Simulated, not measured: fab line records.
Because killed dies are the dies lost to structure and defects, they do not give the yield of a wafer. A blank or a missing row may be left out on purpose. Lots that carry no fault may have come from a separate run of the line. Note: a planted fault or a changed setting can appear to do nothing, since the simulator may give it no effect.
Split-lot study | flow sfq line | 5 lots, 23 wafers read, on a route of 325 steps

## THE SPLIT ITSELF
At SFQ_TRILAYER_L0_VIA_LITHO_PEB_016 (peb time 60 s), the setting peb temp c was moved away from the recipe's 115 C on 7 of the 23 wafers read, by -3.2% to +3.0%. For the rest of the wafers, this setting stayed at what the recipe calls for.

## FROM SPLIT TO READING: 1 step shown by the file between the two
- SFQ_TRILAYER_L0_VIA_LITHO_DEVELOP_015: time 60 s

## THE READING
L0V.cd nm (the simulator's own value, which no gauge read), in nm, at SFQ_TRILAYER_L0_VIA_BARC_OPEN_VIA_ETCH_021 (etches BARC in O2, target depth 125 nm, time 41.7 s). No usual value for it is given in the file. Average 700.0 nm, standard deviation 2 nm, over the 16 wafers here run with the recipe.

wafer  | tool, chamber at the split | peb temp c as run, C | against the recipe | L0V.cd nm, nm | against lot-mates on the recipe
L078.1 | litho track-03, 0          | 117.5                | +2.2%              | 739.7         | +41.1
L078.2 | litho track-03, 0          | 117.5                | +2.2%              | 742.5         | +43.9
L078.3 | litho track-03, 0          | 115                  | recipe             | 698.6         | -
L078.4 | litho track-03, 0          | 115                  | recipe             | 698.8         | -
L078.5 | litho track-03, 0          | 115                  | recipe             | 698.3         | -
L079.1 | litho track-03, 0          | 115                  | recipe             | 699.7         | -
L079.4 | litho track-03, 0          | 115                  | recipe             | 698.4         | -
L079.5 | litho track-03, 0          | 115                  | recipe             | 698.5         | -
L080.1 | litho track-04, 0          | 115                  | recipe             | 696.4         | -
L080.2 | litho track-04, 0          | 115                  | recipe             | 699.4         | -
L080.3 | litho track-04, 0          | 118.4                | +3.0%              | 751.9         | +54.0
L080.5 | litho track-04, 0          | 118.4                | +3.0%              | 754.2         | +56.3
L080.6 | litho track-04, 0          | 115                  | recipe             | 698           | -
L084.1 | litho track-04, 0          | 115                  | recipe             | 703.4         | -
L084.2 | litho track-04, 0          | 115                  | recipe             | 702.2         | -
L084.3 | litho track-04, 0          | 115                  | recipe             | 702.5         | -
L084.4 | litho track-04, 0          | 115                  | recipe             | 701.5         | -
L084.5 | litho track-04, 0          | 115                  | recipe             | 701.3         | -
L085.1 | litho track-02, 0          | 115                  | recipe             | 702.8         | -
L085.2 | litho track-02, 0          | 111.3                | -3.2%              | 625.1         | -76.4
L085.3 | litho track-02, 0          | 111.3                | -3.2%              | 623.1         | -78.4
L085.4 | litho track-02, 0          | 115                  | recipe             | 700.3         | -
L085.5 | litho track-02, 0          | 111.3                | -3.2%              | 625.7         | -75.8

FIT RESULTS
A straight line over all 23 wafers: L0V.cd nm changes by +21.1 nm for each +1% of peb temp c; r = +0.99; the points scatter about the line by 4.1 nm.
The same after taking each lot's own level away (the mean of its wafers on the recipe; 23 wafers): +21.6 nm for each +1%; r = +0.99; scatter 3.6 nm.
On that fit, the largest move of peb temp c shifts the reading by 70 nm.
From 697.93 to 702.18 nm: that is the span of the lots' own levels, equal to 2.1 times the standard deviation above.
Hence the lot-to-lot level has little effect on the slope; both slopes agree.
Check: -70.3 nm against its lot-mates is what the line predicts for one of the wafers moved furthest among these (-3.2%) when that wafer is left out of the fit. Against them it came out at -76.4 nm.

## OTHER SPLITS APPLIED TO THESE WAFERS
Note: prior to the reading, these wafers also went through further splits. Each is held against what the fit with the lots' levels taken away leaves over:
other split on the same wafers             | wafers away from the commonest value | r with L0V.cd nm (lot level and that fit taken away)
SFQ_TRILAYER_L0_DEP_SPUTTER_003 time s     | 7                                    | +0.00
SFQ_TRILAYER_L0_ETCH_METAL_ETCH_008 bias w | 9                                    | +0.09
SFQ_TRILAYER_L0_CAP_PECVD_011 time s       | 10                                   | -0.37

## FILE'S OWN FIT
L0V.cd nm changes by +21.1 nm for each +1% of peb temp c, r = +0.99.
